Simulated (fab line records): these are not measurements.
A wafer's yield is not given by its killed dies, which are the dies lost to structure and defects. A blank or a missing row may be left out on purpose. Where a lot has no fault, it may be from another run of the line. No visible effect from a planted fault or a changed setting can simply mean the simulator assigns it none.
One fault seen from 2 desks / flow gf180mcu / each desk holds nothing but its own numbers, with what lay behind them at the end

## THE TOOL OWNER'S DESK: pvdSputter-02
The tool's own readings at GF_M3_SPUTTER_02 (material AlCu, target thk 450 nm, time 23.9 s): means of the sampled wafers that have a number, for each lot that ran on this tool. A lot is out of limits, marked OUT, if its mean lies more than 4 standard deviations from the usual mean; the brackets give that distance.
Columns: A = cathodeDcPowerW at GF_M3_SPUTTER_02, usual 10600 W; B = throttleValvePct at GF_M3_SPUTTER_02, usual 30.5 %
lot=L575; first seen here=day 21 15:49; A=10601; B=31.2
lot=L580; first seen here=day 23 08:39; A=10601; B=30.2
lot=L591; first seen here=day 26 21:53; A=10601; B=31.0
lot=L594; first seen here=day 27 21:35; A=10599; B=30.3
This desk's verdict: no lot among the 4 shows anything out of limits.

## FROM THE METROLOGY DESK
Means of the sampled wafers that have a number, per lot and without regard to the tool the lot ran on: this is what the gauges read. A lot is out of limits, marked OUT, if its mean lies more than 4 standard deviations from the usual mean; the brackets give that distance.
Columns: A = M3_ALCU_RS at GF_M3_RS_MEAS_05, usual 0.0698 ohm/sq; B = M3_ALCU_THK at GF_M3_THK_MEAS_06, usual 452 nm; C = M3_OVL at GF_M3_OVL_MEAS_15, usual -2 nm
lot=L573; first seen here=day 20 23:51; A=0.0691; B=456; C=-5
lot=L575; first seen here=day 21 15:55; A=0.0704; B=447; C=-6
lot=L580; first seen here=day 23 08:46; A=0.0714; B=443; C=-1
lot=L589; first seen here=day 26 07:08; A=0.0695; B=453; C=-7
lot=L590; first seen here=day 26 11:58; A=0.0687; B=460; C=6
lot=L591; first seen here=day 26 22:01; A=0.0698; B=454; C=-14
lot=L592; first seen here=day 27 07:28; A=0.0704; B=447; C=-1
lot=L593; first seen here=day 27 14:33; A=0.0698; B=453; C=3
lot=L594; first seen here=day 27 21:43; A=0.0698; B=451; C=-2
lot=L595; first seen here=day 27 22:18; A=0.0688; B=458; C=0
This desk's verdict: no lot among the 10 shows anything out of limits.

## BROUGHT TOGETHER
Nothing out of limits was seen by the tool owner's desk.
The metrology desk saw nothing out of limits.

## WHAT THE SIMULATOR HAD INSERTED
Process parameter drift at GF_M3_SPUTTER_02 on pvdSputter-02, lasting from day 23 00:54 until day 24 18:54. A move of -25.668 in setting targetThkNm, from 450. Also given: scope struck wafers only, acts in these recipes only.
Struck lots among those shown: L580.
